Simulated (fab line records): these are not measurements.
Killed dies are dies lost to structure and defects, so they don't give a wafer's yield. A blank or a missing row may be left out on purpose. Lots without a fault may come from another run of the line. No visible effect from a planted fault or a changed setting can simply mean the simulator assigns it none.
fab line records	flow sky130
[record] lots = 11	wafers = 33	last-day = 50
route steps=708 shown SD_P@331 RES_XHIGH@341 SD_N@351 PAD_OPEN@708
lots that met no fault: taken from a fault-free run of the same line
start-h: the number of hours between the record's first day and the start of the first shown wafer of the lot	wait-h: hours from the lot's prior step to this one	" same as the row above	L1.1+2: a row that stands for several wafers	- no value, or no start given	* or withheld: withheld	< > ~ a bound
route shown NAME@n: a module of which the file shows steps, and the number in the route of the first	usual: mean/standard deviation taken from wafers without a fault	same: alike in all rows	chamber/n: place in a boat	sites: each site's reading	_std_site: the values' standard deviation	_edge_site: inner sites' mean taken away from outer sites' mean	radius-mm: how far each site lies from the wafer's centre	mask NAME#n: copy n	behind: the last tool/chamber to shape the wafer	hold: reason for holding the lot/hours on hold/outcome of the hold	device: names the non-switching transistor (n, p or np)	end of line: the same wafers' tests at the end of the route	step lacking rows: just its recipe	killed: not the wafer's yield, but the dies lost to structure and defects at the first sort	map: a wafer's dies, marking killed ones x, the rest . and places with no die _
set.NAME: the setting that was run; set.NAME@STEP: the one run at that earlier step	model.NAME: the simulator's own value behind a step, which no gauge read
the route's steps for a sample of lots (tables are steps, rows are wafers)
services: when a tool's chamber went out of use (start-h, in hours from the record's first day, below 0 if earlier), for how many hours, and the reason
[[steps]]
[step SKY_SD_P_TW_MEAS_11]
[usual] SD_P_TW = 2804/15
lot.wafer	tool	chamber	start-h	wait-h	SD_P_TW
L323.1	film-metro-03	-	614.58	0.1	2789
L323.2	"	-	"	"	2795
L323.4	"	-	"	"	2807
L324.2	film-metro-02	-	633.56	0.1	2818
L324.3	"	-	"	"	2806
L324.6	"	-	"	"	2818
L325.2	film-metro-03	-	633.86	0.1	2801
L325.3	"	-	"	"	2783
L325.6	"	-	"	"	2798
L326.1	film-metro-02	-	647.38	0.1	2825
L326.3	"	-	"	"	2836
L326.4	"	-	"	"	2811
L334.2	film-metro-03	-	714.91	0.1	2820
L334.4	"	-	"	"	2816
L334.5	"	-	"	"	2819
L337.2	film-metro-04	-	729.56	0.1	2812
L337.4	"	-	"	"	2797
L337.6	"	-	"	"	2811
L338.1	film-metro-02	-	740.80	0.1	2802
L338.3	"	-	"	"	2793
L338.5	"	-	"	"	2790
L339.1	film-metro-03	-	746.30	0.1	2793
L339.2	"	-	"	"	2797
L339.6	"	-	"	"	2789
L341.3	film-metro-02	-	776.22	0.1	2818
L341.4	"	-	"	"	2813
L341.5	"	-	"	"	2826
L343.4	film-metro-02	-	776.80	0.1	2820
L343.5	"	-	"	"	2807
L343.6	"	-	"	"	2800
L344.1	film-metro-02	-	781.30	0.1	2813
L344.4	"	-	"	"	2818
L344.5	"	-	"	"	2811
[step SKY_RES_XHIGH_TW_MEAS_09]
[usual] RES_XHIGH_TW = 1625/7
lot.wafer	tool	chamber	start-h	wait-h	RES_XHIGH_TW
L323.1	film-metro-03	-	643.54	0.1	1626
L323.2	"	-	"	"	1634
L323.4	"	-	"	"	1623
L324.2	film-metro-03	-	662.18	0.1	1624
L324.3	"	-	"	"	1618
L324.6	"	-	"	"	1627
L325.2	film-metro-03	-	662.78	0.1	1618
L325.3	"	-	"	"	1616
L325.6	"	-	"	"	1620
L326.1	film-metro-03	-	675.52	0.1	1622
L326.3	"	-	"	"	1631
L326.4	"	-	"	"	1630
L334.2	film-metro-03	-	742.88	0.1	1632
L334.4	"	-	"	"	1626
L334.5	"	-	"	"	1628
L337.2	film-metro-03	-	757.58	0.1	1617
L337.4	"	-	"	"	1616
L337.6	"	-	"	"	1624
L338.1	film-metro-02	-	768.37	0.1	1630
L338.3	"	-	"	"	1632
L338.5	"	-	"	"	1635
L339.1	film-metro-04	-	773.87	0.1	1620
L339.2	"	-	"	"	1607
L339.6	"	-	"	"	1626
L341.3	film-metro-04	-	803.17	0.1	1618
L341.4	"	-	"	"	1608
L341.5	"	-	"	"	1623
L343.4	film-metro-02	-	803.48	0.1	1626
L343.5	"	-	"	"	1634
L343.6	"	-	"	"	1639
L344.1	film-metro-02	-	808.43	0.1	1626
L344.4	"	-	"	"	1630
L344.5	"	-	"	"	1625
[step SKY_SD_N_IMPLANT_09]
[recipe] species = As	energy-kev = 50	dose-cm2 = 4e+15	tilt-deg = 0
[usual] beam-energy-keV = 50.001/0.014	end-station-pressure-torr = 1.25e-05/7.8e-07
[same] implant-ion-amu = 75
lot.wafer	tool	chamber	start-h	wait-h	beam-energy-keV	end-station-pressure-torr
L323.1	implanter-02	0	672.45	0.0	49.994	1.39e-05
L323.2	"	0	"	"	49.983	1.34e-05
L323.4	"	0	"	"	50.012	1.27e-05
L324.2	implanter-02	0	690.85	0.0	49.996	1.32e-05
L324.3	"	0	"	"	49.965	1.36e-05
L324.6	"	0	"	"	49.996	1.23e-05
L325.2	implanter-01	0	691.15	0.0	50.012	1.21e-05
L325.3	"	0	"	"	50.019	1.24e-05
L325.6	"	0	"	"	50.006	1.31e-05
L326.1	implanter-03	0	703.37	0.0	50.029	1.22e-05
L326.3	"	0	"	"	50.027	1.26e-05
L326.4	"	0	"	"	50.009	1.26e-05
L334.2	implanter-02	0	770.55	0.0	53.095	1.25e-05
L334.4	"	0	"	"	53.082	1.34e-05
L334.5	"	0	"	"	53.112	1.16e-05
L337.2	implanter-02	0	785.05	0.0	53.095	1.35e-05
L337.4	"	0	"	"	53.093	1.27e-05
L337.6	"	0	"	"	53.100	1.41e-05
L338.1	implanter-03	0	795.02	0.0	49.986	1.28e-05
L338.3	"	0	"	"	50.013	1.26e-05
L338.5	"	0	"	"	50.018	1.19e-05
L339.1	implanter-01	0	801.00	0.0	50.021	1.14e-05
L339.2	"	0	"	"	49.996	1.27e-05
L339.6	"	0	"	"	50.016	1.22e-05
L341.3	implanter-01	0	830.03	0.1	50.012	1.2e-05
L341.4	"	0	"	"	50.007	1.27e-05
L341.5	"	0	"	"	49.993	1.18e-05
L343.4	implanter-01	0	834.80	0.1	49.980	1.16e-05
L343.5	"	0	"	"	49.961	1.26e-05
L343.6	"	0	"	"	49.991	1.21e-05
L344.1	implanter-03	0	835.03	0.0	49.995	1.25e-05
L344.4	"	0	"	"	50.009	1.2e-05
L344.5	"	0	"	"	50.019	1.21e-05
[step SKY_SD_N_STRIP_11]
[recipe] chemistry = O2/N2	power-w = 1400	pressure-mtorr = 1500	platen-temp-c = withheld	o2-flow-sccm = 3000	n2-flow-sccm = 300	overash-fraction = 0.5
[usual] drypump-motor-current-A = 5.7/0.5	oes-product-au = 0.527/0.0043	strip-time-to-endpoint-s = 22.55/0.038
lot.wafer	tool	chamber	start-h	wait-h	drypump-motor-current-A	oes-product-au	rf-hours-counter-h	strip-time-to-endpoint-s
L323.1	plasma-asher-02	0	672.75	0.1	5.1	0.522	98	22.51
L323.2	"	1	"	"	6.2	0.524	98	22.57
L323.4	"	1	"	"	6.2	0.527	-	22.53
L324.2	plasma-asher-03	1	691.13	0.1	5.8	0.525	26	22.51
L324.3	"	0	"	"	6.1	0.526	-	22.52
L324.6	"	1	"	"	5.8	0.527	-	22.52
L325.2	plasma-asher-04	1	691.43	0.1	4.9	0.521	88	22.48
L325.3	"	0	"	"	6.1	0.528	-	22.51
L325.6	"	0	"	"	6.1	0.522	-	22.51
L326.1	plasma-asher-02	1	703.67	0.1	6.2	0.526	102	22.53
L326.3	"	1	"	"	6.2	0.528	-	22.52
L326.4	"	0	"	"	5.1	0.531	-	22.48
L334.2	plasma-asher-03	1	770.82	0.1	5.8	0.518	34	23.04
L334.4	"	0	"	"	6.1	0.514	-	23.01
L334.5	"	1	"	"	5.8	0.533	-	23.01
L337.2	plasma-asher-02	1	785.32	0.1	6.1	0.519	3	23.02
L337.4	"	0	"	"	5.1	0.518	-	22.97
L337.6	"	1	"	"	6.2	0.519	-	22.96
L338.1	plasma-asher-04	1	795.32	0.1	4.9	0.528	99	22.58
L338.3	"	0	"	"	6.1	0.527	-	22.62
L338.5	"	1	"	"	4.9	0.529	-	22.59
L339.1	plasma-asher-03	0	801.30	0.1	6.0	0.530	37	22.56
L339.2	"	1	"	"	5.9	0.532	37	22.61
L339.6	"	0	"	"	6.0	0.529	-	22.49
L341.3	plasma-asher-04	1	830.31	0.1	4.9	0.532	-	22.61
L341.4	"	0	"	"	6.1	0.526	-	22.57
L341.5	"	0	"	"	6.1	0.527	-	22.57
L343.4	plasma-asher-02	0	835.06	0.1	5.1	0.529	-	22.54
L343.5	"	1	"	"	6.1	0.524	-	22.52
L343.6	"	0	"	"	5.1	0.529	-	22.48
L344.1	plasma-asher-03	1	835.33	0.1	5.8	0.532	41	22.57
L344.4	"	0	"	"	6.1	0.526	-	22.57
L344.5	"	0	"	"	6.0	0.528	-	22.51
[step SKY_SD_N_TW_MEAS_12]
[usual] SD_N_TW = 3940/17
lot.wafer	tool	chamber	start-h	wait-h	SD_N_TW
L323.1	film-metro-02	-	672.85	0.1	3971
L323.2	"	-	"	"	3969
L323.4	"	-	"	"	3959
L324.2	film-metro-04	-	691.24	0.1	3939
L324.3	"	-	"	"	3951
L324.6	"	-	"	"	3955
L325.2	film-metro-04	-	691.54	0.1	3929
L325.3	"	-	"	"	3935
L325.6	"	-	"	"	3920
L326.1	film-metro-04	-	703.77	0.1	3944
L326.3	"	-	"	"	3925
L326.4	"	-	"	"	3964
L334.2	film-metro-02	-	770.93	0.1	4019
L334.4	"	-	"	"	4000
L334.5	"	-	"	"	4006
L337.2	film-metro-03	-	785.43	0.1	3988
L337.4	"	-	"	"	4002
L337.6	"	-	"	"	3996
L338.1	film-metro-03	-	795.42	0.1	3919
L338.3	"	-	"	"	3913
L338.5	"	-	"	"	3908
L339.1	film-metro-03	-	801.40	0.1	3914
L339.2	"	-	"	"	3910
L339.6	"	-	"	"	3915
L341.3	film-metro-03	-	830.40	0.1	3951
L341.4	"	-	"	"	3926
L341.5	"	-	"	"	3923
L343.4	film-metro-04	-	835.16	0.1	3923
L343.5	"	-	"	"	3896
L343.6	"	-	"	"	3897
L344.1	film-metro-02	-	835.43	0.1	3954
L344.4	"	-	"	"	3966
L344.5	"	-	"	"	3947
[step SKY_SD_N_RS_MEAS_16]
[recipe] thk-meas-gauge = four-point-probe
[usual] SD_N_RS = 68.49/0.11
lot.wafer	tool	chamber	start-h	wait-h	SD_N_RS[ohm/sq]
L323.1	film-metro-03	-	673.13	0.1	68.62
L323.2	"	-	"	"	68.72
L323.4	"	-	"	"	68.60
L324.2	film-metro-02	-	691.53	0.1	68.46
L324.3	"	-	"	"	68.49
L324.6	"	-	"	"	68.41
L325.2	film-metro-04	-	691.83	0.1	68.48
L325.3	"	-	"	"	68.52
L325.6	"	-	"	"	68.57
L326.1	film-metro-02	-	704.11	0.1	68.37
L326.3	"	-	"	"	68.52
L326.4	"	-	"	"	68.36
L334.2	film-metro-03	-	771.23	0.1	66.46
L334.4	"	-	"	"	66.38
L334.5	"	-	"	"	66.49
L337.2	film-metro-04	-	785.73	0.1	66.26
L337.4	"	-	"	"	66.50
L337.6	"	-	"	"	66.40
L338.1	film-metro-04	-	795.71	0.1	68.43
L338.3	"	-	"	"	68.47
L338.5	"	-	"	"	68.43
L339.1	film-metro-04	-	801.71	0.1	68.52
L339.2	"	-	"	"	68.40
L339.6	"	-	"	"	68.45
L341.3	film-metro-04	-	830.70	0.1	68.63
L341.4	"	-	"	"	68.55
L341.5	"	-	"	"	68.36
L343.4	film-metro-03	-	835.47	0.1	68.62
L343.5	"	-	"	"	68.59
L343.6	"	-	"	"	68.64
L344.1	film-metro-02	-	835.71	0.1	68.44
L344.4	"	-	"	"	68.44
L344.5	"	-	"	"	68.63
[step SKY_SD_N_RS_MEAS_17]
[recipe] thk-meas-gauge = four-point-probe
[usual] SD_P_RS = 146.9/0.4
lot.wafer	tool	chamber	start-h	wait-h	SD_P_RS[ohm/sq]
L323.1	film-metro-03	-	673.25	0.1	147.5
L323.2	"	-	"	"	147.3
L323.4	"	-	"	"	147.0
L324.2	film-metro-02	-	691.65	0.1	147.0
L324.3	"	-	"	"	147.2
L324.6	"	-	"	"	147.2
L325.2	film-metro-04	-	691.95	0.1	146.9
L325.3	"	-	"	"	147.5
L325.6	"	-	"	"	147.5
L326.1	film-metro-02	-	704.23	0.1	147.1
L326.3	"	-	"	"	146.4
L326.4	"	-	"	"	147.1
L334.2	film-metro-03	-	771.35	0.1	147.3
L334.4	"	-	"	"	147.2
L334.5	"	-	"	"	147.3
L337.2	film-metro-04	-	785.85	0.1	146.7
L337.4	"	-	"	"	147.0
L337.6	"	-	"	"	146.9
L338.1	film-metro-04	-	795.83	0.1	146.2
L338.3	"	-	"	"	146.5
L338.5	"	-	"	"	146.2
L339.1	film-metro-04	-	801.83	0.1	146.9
L339.2	"	-	"	"	146.8
L339.6	"	-	"	"	146.9
L341.3	film-metro-04	-	830.82	0.1	147.1
L341.4	"	-	"	"	147.4
L341.5	"	-	"	"	146.9
L343.4	film-metro-03	-	835.59	0.1	147.1
L343.5	"	-	"	"	147.4
L343.6	"	-	"	"	147.2
L344.1	film-metro-02	-	835.83	0.1	146.7
L344.4	"	-	"	"	147.4
L344.5	"	-	"	"	147.4
[step SKY_PAD_OPEN_PROBE_99]
[usual] killed_at_M0_to_M3 = 46/6.7	killed_at_M4_up = 3.3/2	killed-at-contacts = 24/5.4	killed-at-front-end = 15/4.3	killed-at-other = 0.4/0.64	killed-dies = 89/9.1	killed-on-rim = 17/3.7	killed-open = 48/7.2	killed-short = 40/6.3
[same] gross-dies = 492	killed-at-back-side = 0
lot.wafer	tool	chamber	start-h	wait-h	killed_at_M0_to_M3	killed_at_M4_up	killed-at-contacts	killed-at-front-end	killed-at-other	killed-dies	killed-on-rim	killed-open	killed-short
L323.1	prober-01	-	1100.04	0.1	32	5	17	16	1	71	18	38	32
L323.2	prober-01	-	1100.09	0.1	40	1	22	20	1	84	15	45	38
L323.4	prober-01	-	1100.19	0.2	36	6	20	20	0	82	13	48	34
L324.2	prober-02	-	1112.19	0.1	30	1	32	11	0	74	14	43	31
L324.3	prober-02	-	1112.24	0.2	51	2	19	26	1	99	20	59	39
L324.6	prober-02	-	1112.39	0.2	48	5	31	17	0	101	21	53	48
L325.2	prober-02	-	1113.14	0.1	44	2	27	13	1	87	21	42	44
L325.3	prober-02	-	1113.19	0.2	48	2	21	19	0	90	12	52	35
L325.6	prober-02	-	1113.34	0.2	50	1	30	17	0	98	19	54	44
L326.1	prober-01	-	1123.64	0.1	59	2	27	15	0	103	22	62	41
L326.3	prober-01	-	1123.74	0.2	45	8	31	17	0	101	13	50	51
L326.4	prober-01	-	1123.79	0.2	53	6	25	14	1	99	17	52	47
L334.2	prober-01	-	1167.27	0.1	45	1	27	25	0	98	13	60	37
L334.4	prober-01	-	1167.37	0.2	38	4	18	17	0	77	18	38	39
L334.5	prober-01	-	1167.42	0.2	57	8	21	11	0	97	23	42	55
L337.2	prober-01	-	1180.35	0.1	43	7	25	20	0	95	21	50	45
L337.4	prober-01	-	1180.45	0.2	41	2	24	17	0	84	17	51	33
L337.6	prober-01	-	1180.55	0.2	41	5	23	12	0	81	15	38	43
L338.1	prober-02	-	1184.24	0.1	51	3	20	6	2	82	11	49	33
L338.3	prober-02	-	1184.34	0.2	50	0	22	16	2	90	21	46	43
L338.5	prober-02	-	1184.44	0.2	46	3	12	17	2	80	12	39	39
L339.1	prober-01	-	1188.79	0.1	36	2	18	8	0	64	9	33	31
L339.2	prober-01	-	1188.84	0.1	44	3	27	18	0	92	16	50	42
L339.6	prober-01	-	1189.04	0.2	45	5	18	20	2	90	16	47	43
L341.3	prober-02	-	1207.42	0.2	51	4	19	19	0	93	17	56	37
L341.4	prober-02	-	1207.47	0.2	53	11	13	12	0	89	21	47	42
L341.5	prober-02	-	1207.52	0.2	51	1	27	11	1	91	19	43	48
L344.1	prober-02	-	1209.44	0.1	67	5	23	12	0	107	18	63	44
L344.4	prober-02	-	1209.59	0.2	37	1	23	14	0	75	16	45	30
L344.5	prober-02	-	1209.64	0.2	43	5	23	18	0	89	14	47	42
L343.4	prober-01	-	1209.46	0.2	51	0	20	14	0	85	10	49	36
L343.5	prober-01	-	1209.51	0.2	48	3	32	22	0	105	21	59	46
L343.6	prober-01	-	1209.56	0.2	39	2	26	13	1	81	15	36	45
// killed by level:class
L323.1 VIA1:geometric-particle:open=8 FIELD_ISO:geometric-particle:short=7 LI_CONTACT:geometric-particle:open=7 POLY_GATE:geometric-particle:open=6 VIA2:geometric-particle:open=6 CONTACT:geometric-particle:open=5 METAL2:geometric-particle:short=4 METAL1:geometric-particle:short=4
L323.2 CONTACT:geometric-particle:open=9 VIA3:geometric-particle:open=9 VIA2:geometric-particle:open=8 FIELD_ISO:geometric-particle:short=6 POLY_GATE:geometric-particle:short=6 LI_CONTACT:geometric-particle:open=6 VIA1:geometric-particle:open=5 LOCAL_INTERCONNECT:geometric-particle:short=4
L323.4 VIA2:geometric-particle:open=8 LI_CONTACT:geometric-particle:open=7 VIA1:geometric-particle:open=7 VIA3:geometric-particle:open=7 CONTACT:geometric-particle:open=6 POLY_GATE:geometric-particle:short=5 METAL2:geometric-particle:short=5 FIELD_ISO:geometric-particle:short=4
L324.2 LI_CONTACT:geometric-particle:open=10 CONTACT:geometric-particle:open=9 VIA1:geometric-particle:short=6 VIA3:geometric-particle:open=5 LOCAL_INTERCONNECT:geometric-particle:short=5 FIELD_ISO:geometric-particle:open=4 LOCAL_INTERCONNECT:geometric-particle:open=4 POLY_GATE:geometric-particle:open=3
L324.3 CONTACT:geometric-particle:open=12 VIA1:geometric-particle:open=11 FIELD_ISO:geometric-particle:short=10 FIELD_ISO:geometric-particle:open=10 VIA3:geometric-particle:open=9 METAL1:geometric-particle:short=5 METAL2:geometric-particle:short=5 VIA3:geometric-particle:short=5
L324.6 CONTACT:geometric-particle:open=10 VIA2:geometric-particle:open=10 LI_CONTACT:geometric-particle:open=9 METAL1:geometric-particle:short=9 VIA1:geometric-particle:open=8 VIA3:geometric-particle:short=7 FIELD_ISO:geometric-particle:short=6 LOCAL_INTERCONNECT:geometric-particle:short=4
L325.2 VIA1:geometric-particle:open=13 LI_CONTACT:geometric-particle:open=7 METAL2:geometric-particle:short=7 METAL1:geometric-particle:short=6 CONTACT:geometric-particle:short=6 CONTACT:geometric-particle:open=6 VIA3:geometric-particle:open=5 LI_CONTACT:geometric-particle:short=4
L325.3 VIA1:geometric-particle:open=14 CONTACT:geometric-particle:open=10 METAL2:geometric-particle:short=9 VIA3:geometric-particle:open=8 FIELD_ISO:geometric-particle:short=7 VIA2:geometric-particle:open=6 LI_CONTACT:geometric-particle:open=5 FIELD_ISO:geometric-particle:open=4
L325.6 LI_CONTACT:geometric-particle:open=10 VIA1:geometric-particle:open=9 CONTACT:geometric-particle:open=7 METAL2:geometric-particle:short=7 VIA3:geometric-particle:open=7 METAL1:geometric-particle:short=6 VIA1:geometric-particle:short=6 LOCAL_INTERCONNECT:geometric-particle:short=5
L326.1 VIA1:geometric-particle:open=19 CONTACT:geometric-particle:open=8 CONTACT:geometric-particle:short=7 VIA3:geometric-particle:open=7 METAL2:geometric-particle:short=7 METAL1:geometric-particle:short=5 VIA2:geometric-particle:open=5 FIELD_ISO:geometric-particle:open=3
L326.3 CONTACT:geometric-particle:open=11 LI_CONTACT:geometric-particle:open=10 VIA1:geometric-particle:open=10 METAL4:geometric-particle:short=8 METAL2:geometric-particle:short=7 VIA2:geometric-particle:open=7 FIELD_ISO:geometric-particle:short=5 POLY_GATE:geometric-particle:short=5
L326.4 VIA1:geometric-particle:open=14 VIA2:geometric-particle:open=11 CONTACT:geometric-particle:open=7 FIELD_ISO:geometric-particle:short=6 LI_CONTACT:geometric-particle:open=6 METAL1:geometric-particle:short=6 VIA1:geometric-particle:short=6 FIELD_ISO:geometric-particle:open=5
L334.2 VIA1:geometric-particle:open=18 LI_CONTACT:geometric-particle:open=11 POLY_GATE:geometric-particle:open=9 CONTACT:geometric-particle:open=9 FIELD_ISO:geometric-particle:short=5 LOCAL_INTERCONNECT:geometric-particle:short=5 VIA1:geometric-particle:short=5 METAL2:geometric-particle:short=5
L334.4 VIA3:geometric-particle:open=7 CONTACT:geometric-particle:open=6 METAL2:geometric-particle:short=6 VIA2:geometric-particle:open=5 VIA1:geometric-particle:short=5 METAL3:geometric-particle:short=5 FIELD_ISO:geometric-particle:open=4 LI_CONTACT:geometric-particle:open=4
L334.5 METAL2:geometric-particle:short=9 VIA1:geometric-particle:open=9 CONTACT:geometric-particle:open=8 VIA2:geometric-particle:open=8 VIA2:geometric-particle:short=6 METAL4:geometric-particle:short=5 VIA1:geometric-particle:short=5 METAL2:geometric-particle:open=4
L337.2 VIA1:geometric-particle:open=9 VIA2:geometric-particle:open=7 LI_CONTACT:geometric-particle:open=7 FIELD_ISO:geometric-particle:open=6 LOCAL_INTERCONNECT:geometric-particle:short=6 VIA3:geometric-particle:open=6 CONTACT:geometric-particle:open=5 METAL1:geometric-particle:short=5
L337.4 VIA1:geometric-particle:open=8 VIA3:geometric-particle:open=7 FIELD_ISO:geometric-particle:open=6 LOCAL_INTERCONNECT:geometric-particle:open=6 VIA2:geometric-particle:open=6 LI_CONTACT:geometric-particle:open=5 LOCAL_INTERCONNECT:geometric-particle:short=5 METAL1:geometric-particle:short=5
L337.6 VIA1:geometric-particle:open=10 METAL2:geometric-particle:short=8 LI_CONTACT:geometric-particle:open=8 POLY_GATE:geometric-particle:short=7 CONTACT:geometric-particle:open=7 VIA1:geometric-particle:short=4 VIA3:geometric-particle:short=4 VIA3:geometric-particle:open=4
L338.1 VIA3:geometric-particle:open=11 VIA1:geometric-particle:open=10 LI_CONTACT:geometric-particle:open=7 VIA2:geometric-particle:open=6 CONTACT:geometric-particle:open=5 VIA1:geometric-particle:short=5 CONTACT:geometric-particle:short=4 METAL1:geometric-particle:open=4
L338.3 VIA1:geometric-particle:short=10 CONTACT:geometric-particle:open=10 VIA3:geometric-particle:open=10 VIA1:geometric-particle:open=7 METAL2:geometric-particle:short=6 FIELD_ISO:geometric-particle:open=4 FIELD_ISO:geometric-particle:short=4 METAL1:geometric-particle:short=4
L338.5 VIA1:geometric-particle:open=9 FIELD_ISO:geometric-particle:short=7 LI_CONTACT:geometric-particle:open=7 METAL1:geometric-particle:short=6 VIA2:geometric-particle:open=6 VIA3:geometric-particle:open=5 VIA1:geometric-particle:short=5 VIA2:geometric-particle:short=4
L339.1 VIA1:geometric-particle:open=11 CONTACT:geometric-particle:open=7 CONTACT:geometric-particle:short=6 METAL2:geometric-particle:short=6 METAL1:geometric-particle:short=5 VIA2:geometric-particle:open=4 FIELD_ISO:geometric-particle:short=3 LOCAL_INTERCONNECT:geometric-particle:short=3
L339.2 CONTACT:geometric-particle:open=11 VIA3:geometric-particle:open=6 LI_CONTACT:geometric-particle:open=6 VIA1:geometric-particle:open=6 METAL1:geometric-particle:short=5 VIA1:geometric-particle:short=5 VIA2:geometric-particle:open=5 VIA3:geometric-particle:short=5
L339.6 VIA1:geometric-particle:open=9 VIA2:geometric-particle:open=9 VIA1:geometric-particle:short=6 METAL2:geometric-particle:short=5 CONTACT:geometric-particle:open=5 CONTACT:geometric-particle:short=5 VIA3:geometric-particle:open=5 POLY_GATE:geometric-particle:short=4
L341.3 VIA2:geometric-particle:open=11 CONTACT:geometric-particle:open=9 METAL1:geometric-particle:short=7 VIA1:geometric-particle:open=7 METAL2:geometric-particle:open=7 VIA3:geometric-particle:open=6 POLY_GATE:geometric-particle:short=5 POLY_GATE:geometric-particle:open=5
L341.4 VIA3:geometric-particle:open=13 VIA1:geometric-particle:open=10 METAL4:geometric-particle:short=8 LI_CONTACT:geometric-particle:open=6 METAL1:geometric-particle:short=5 VIA2:geometric-particle:short=5 METAL3:geometric-particle:short=5 FIELD_ISO:geometric-particle:open=4
L341.5 VIA2:geometric-particle:open=11 LI_CONTACT:geometric-particle:open=7 LOCAL_INTERCONNECT:geometric-particle:short=7 CONTACT:geometric-particle:open=7 VIA1:geometric-particle:open=7 VIA3:geometric-particle:short=7 METAL2:geometric-particle:short=6 VIA1:geometric-particle:short=5
L344.1 VIA1:geometric-particle:open=17 VIA3:geometric-particle:open=15 METAL2:geometric-particle:short=9 CONTACT:geometric-particle:open=8 VIA2:geometric-particle:open=7 LI_CONTACT:geometric-particle:open=6 CONTACT:geometric-particle:short=6 VIA1:geometric-particle:short=6
L343.4 VIA1:geometric-particle:open=12 VIA3:geometric-particle:open=8 LI_CONTACT:geometric-particle:open=7 VIA2:geometric-particle:open=7 CONTACT:geometric-particle:short=6 CONTACT:geometric-particle:open=5 VIA1:geometric-particle:short=4 VIA2:geometric-particle:short=4
L343.5 VIA1:geometric-particle:open=17 CONTACT:geometric-particle:open=12 LI_CONTACT:geometric-particle:open=8 VIA3:geometric-particle:short=6 POLY_GATE:geometric-particle:open=6 POLY_GATE:geometric-particle:short=6 METAL1:geometric-particle:short=6 FIELD_ISO:geometric-particle:open=5
L343.6 CONTACT:geometric-particle:open=8 LI_CONTACT:geometric-particle:open=7 METAL1:geometric-particle:short=7 METAL2:geometric-particle:short=7 VIA1:geometric-particle:open=6 VIA3:geometric-particle:short=6 VIA2:geometric-particle:open=5 FIELD_ISO:geometric-particle:open=4
L344.4 CONTACT:geometric-particle:open=11 VIA1:geometric-particle:open=9 METAL1:geometric-particle:short=8 CONTACT:geometric-particle:short=6 VIA3:geometric-particle:open=6 LI_CONTACT:geometric-particle:open=4 POLY_GATE:geometric-particle:short=3 VIA2:geometric-particle:open=3
L344.5 VIA1:geometric-particle:open=11 CONTACT:geometric-particle:open=7 POLY_GATE:geometric-particle:open=6 LI_CONTACT:geometric-particle:open=6 VIA3:geometric-particle:open=6 VIA3:geometric-particle:short=6 LOCAL_INTERCONNECT:geometric-particle:short=5 VIA1:geometric-particle:short=5
[[services]]
tool	chamber	start-h	hours	kind
plasma-asher-02	-	649.00	3.1	repair
implanter-01	-	649.50	1.6	repair
plasma-asher-03	-	658.05	1.7	repair
implanter-02	-	699.00	1.7	repair
plasma-asher-04	-	711.74	1.2	repair
implanter-02	-	727.35	5.8	repair
plasma-asher-02	-	733.75	9.0	pm
plasma-asher-02	0	733.75	9.0	vent-cycle
plasma-asher-02	1	733.75	9.0	vent-cycle
plasma-asher-02	0	742.75	-	clean
plasma-asher-02	1	742.75	-	clean
plasma-asher-03	-	743.86	1.3	repair
plasma-asher-02	-	750.87	11.6	repair
implanter-03	-	755.60	1.3	repair
implanter-01	-	767.62	3.0	repair
implanter-03	-	769.79	0.9	repair
implanter-02	-	824.00	6.0	pm
implanter-01	-	824.31	3.7	repair
implanter-03	-	827.97	5.2	pm
[[key]]
[first-sign] step = SKY_SD_N_IMPLANT_09	reading = beam-energy-keV	direction = up	sigmas = 99+	usual = *	struck = *
[effect] step = SKY_SD_N_STRIP_11	reading = strip-time-to-endpoint-s	direction = up	sigmas = 12	usual = *	struck = *
[effect] step = SKY_SD_N_TW_MEAS_12	reading = SD_N_TW	direction = up	sigmas = 3.6	usual = 3940	struck = 4002
[effect] step = SKY_SD_N_RS_MEAS_16	reading = SD_N_RS	direction = down	sigmas = 18	usual = 68.49	struck = 66.42
met-at SKY_SD_N_IMPLANT_09
struck-lots L334,L337
tester-left-out L334,L337
not-acting-at SKY_SD_P_TW_MEAS_11,SKY_RES_XHIGH_TW_MEAS_09,SKY_SD_N_RS_MEAS_17
onset-between 690.85 770.55
[fault] kind = process-parameter-drift	tool = implanter-02	chamber = -	onset-h = 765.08	steps = SKY_SD_N_IMPLANT_09	channel = energy-kev	offset = *	shape = step	end-h = 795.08	acts-in = *	stated = *
// tester-left-out: of these lots the tester's yield and bins aren't shown, on N5 and GAA mostly nor the transistor test; their killed dies are dies lost to structure and defects alone, not to doping, threshold or leakage, so they don't give the yield
